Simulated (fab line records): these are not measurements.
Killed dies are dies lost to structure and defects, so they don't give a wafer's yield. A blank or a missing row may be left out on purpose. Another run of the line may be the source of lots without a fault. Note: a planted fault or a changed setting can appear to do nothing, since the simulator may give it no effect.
Chamber matching    flow sky130    4 sister chambers for SKY_POLY_GATE_ETCH_17 on rie-si-01
The step etches poly-Si in HBr/Cl2, stops on SiO2, target depth 180 nm, time 70.5 s. 8 wafers are shown with their chamber, then 7 later ones without.

WAFERS PAIRED WITH THEIR CHAMBERS
wafer   chamber  drypump-motor-current-A (A)  oes-product-au (a.u.)
L865.4  1        5.82                         0.986
L865.5  3        5.62                         0.976
L866.5  3        5.62                         0.978
L867.6  1        5.81                         0.972
L868.4  0        5.88                         0.999
L868.6  2        5.63                         1.000
L870.1  0        5.85                         0.983
L870.5  2        5.60                         0.977

WAFERS WITHOUT THEIR CHAMBER
wafer   drypump-motor-current-A (A)  oes-product-au (a.u.)
L870.6  5.79                         0.968
L876.1  5.84                         0.973
L876.4  5.80                         0.970
L876.5  5.58                         0.985
L878.4  5.83                         0.991
L878.5  5.84                         0.988
L878.6  5.63                         0.982

THE CHAMBER EACH PASSED THROUGH
wafer   from the rows above      in truth
L870.6  1                        1
L876.1  can't be placed: 1 or 0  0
L876.4  1                        1
L876.5  can't be placed: 2 or 3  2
L878.4  can't be placed: 1 or 0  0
L878.5  can't be placed: 0 or 1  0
L878.6  can't be placed: 3 or 2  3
2 of 7 placed correctly. These rows do not allow placing 5 (true chamber among the candidates in 5). 0 placed wrongly.
How it was worked out, from the rows above alone: a wafer's distance from a chamber is the root of the sum, over the readings, of the square of ((its reading less the chamber's mean) divided by the reading's scatter). If the next closest chamber is less than 2 further off than the closest, the wafer can't be placed; otherwise it belongs to the closest. Each chamber's mean is taken over the wafers shown for it. The scatter: the root of (the sum of the squares of (reading less its chamber's mean) over the shown wafers, divided by (wafers less chambers)).
